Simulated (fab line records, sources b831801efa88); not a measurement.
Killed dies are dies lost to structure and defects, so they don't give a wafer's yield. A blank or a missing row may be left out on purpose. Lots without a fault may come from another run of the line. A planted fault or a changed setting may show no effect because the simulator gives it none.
Problem report in the 8D (eight disciplines) form, filled by code | flow gf180mcu | the parts of the form that need people (team, actions taken, sign-off) are left out

1. THE PROBLEM
oes_product_au at GF_M2_METAL_ETCH_16 reads a mean of 0.928 a.u. on 1 wafer of 1 lot; wafers without a fault read 0.990 a.u. with a standard deviation of 0.0073. That is -8.5 standard deviations from the usual mean.
The step: etches the open film in Cl2/BCl3, stops on SiO2, target depth 750.8 nm, time 125.1 s.
First seen on wafer L704.4, day 23 09:42, on rie_metal-01. The record holds 39 wafers of 13 lots with a number at this step. Rule for "out", or "out of limits": more than 4 standard deviations from the usual mean. The other wafers with a number count as sound.

2. WHAT IT IS AND WHAT IT IS NOT
question                    | is                                 | is not
which readings at this step | oes_product_au, throttle_valve_pct | drypump_motor_current_A, he_backside_leak_sccm
which lots                  | L704                               | L693, L694, L696, L698, L700, L701, L702, L703, L705, L713, L714, L716
which wafers of those lots  | L704.4                             | L704.1, L704.5
read on which tools         | rie_metal-01                       | rie_metal-03, rie_metal-04
when                        | from day 23 09:42                  | up to then (26 sound wafers); but 12 sound wafers of L705, L713, L714, L716 came after

3. SUSPECTS, AND WHAT RULES EACH OUT
Counting: a tool at a process step up to the reading stays a suspect if it ran every lot that is out. Sound lots after the first of them don't rule it out here, since some wafers of a struck lot are sound.
- pvd_sputter-04 at GF_M2_SPUTTER_02 (material AlCu, target thk 450 nm, time 23.9 s): kept. It ran the lot that is out, L704 (day 22 10:52); its last sound lot up to then is L703 (day 21 21:01).
- rie_metal-01 at GF_M2_METAL_ETCH_16 (etches the open film in Cl2/BCl3, stops on SiO2, target depth 750.8 nm, time 125.1 s): kept. It ran the lot that is out, L704 (day 23 09:42); its last sound lot up to then is L703 (day 22 20:44). Its own readings are out on those wafers: oes_product_au, throttle_valve_pct.
Left after counting: pvd_sputter-04 at GF_M2_SPUTTER_02, rie_metal-01 at GF_M2_METAL_ETCH_16.

4. THE CAUSE (what the simulator had put in)
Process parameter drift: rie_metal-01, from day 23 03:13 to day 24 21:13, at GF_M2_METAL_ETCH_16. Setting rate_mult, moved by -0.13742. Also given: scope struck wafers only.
Counting left 2 suspects, and this tool is among them.

5. THE CHAIN OF EFFECTS, in route order
Each row: a reading whose mean over the struck wafers that have a number lies more than 3 standard deviations from the usual. Only readings for which the record gives a usual standard deviation are gone through. hours: the time from each lot's start at the first step in this table that gives one to its start at this step, as a median over the lots. sigmas: the change in usual standard deviations.
hours | step                | reading                  | usual      | on struck wafers | change | sigmas
0     | GF_M2_METAL_ETCH_16 | oes_product_au           | 0.990 a.u. | 0.928            | -0.062 | -8.5
0     | GF_M2_METAL_ETCH_16 | throttle_valve_pct       | 28.230 %   | 28.296           | +0.066 | +6.6
0     | GF_M2_STRIP_17      | oes_product_au           | 0.537 a.u. | 0.555            | +0.018 | +3.7
0     | GF_M2_STRIP_17      | strip_time_to_endpoint_s | 7.39 s     | 7.73             | +0.34  | +5.1
The process steps in it:
- GF_M2_METAL_ETCH_16: etches the open film in Cl2/BCl3, stops on SiO2, target depth 750.8 nm, time 125.1 s.
- GF_M2_STRIP_17: strips in O2/N2.
Later measuring or inspecting steps at which every struck wafer that the step has a row for has a number for every such reading, and none has moved that far: GF_V2_BOW_MEAS_05.

6. WHAT WOULD HAVE CAUGHT IT SOONER
In this record the first reading out of limits was taken at day 23 09:42, 6 hours after the fault began at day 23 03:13.
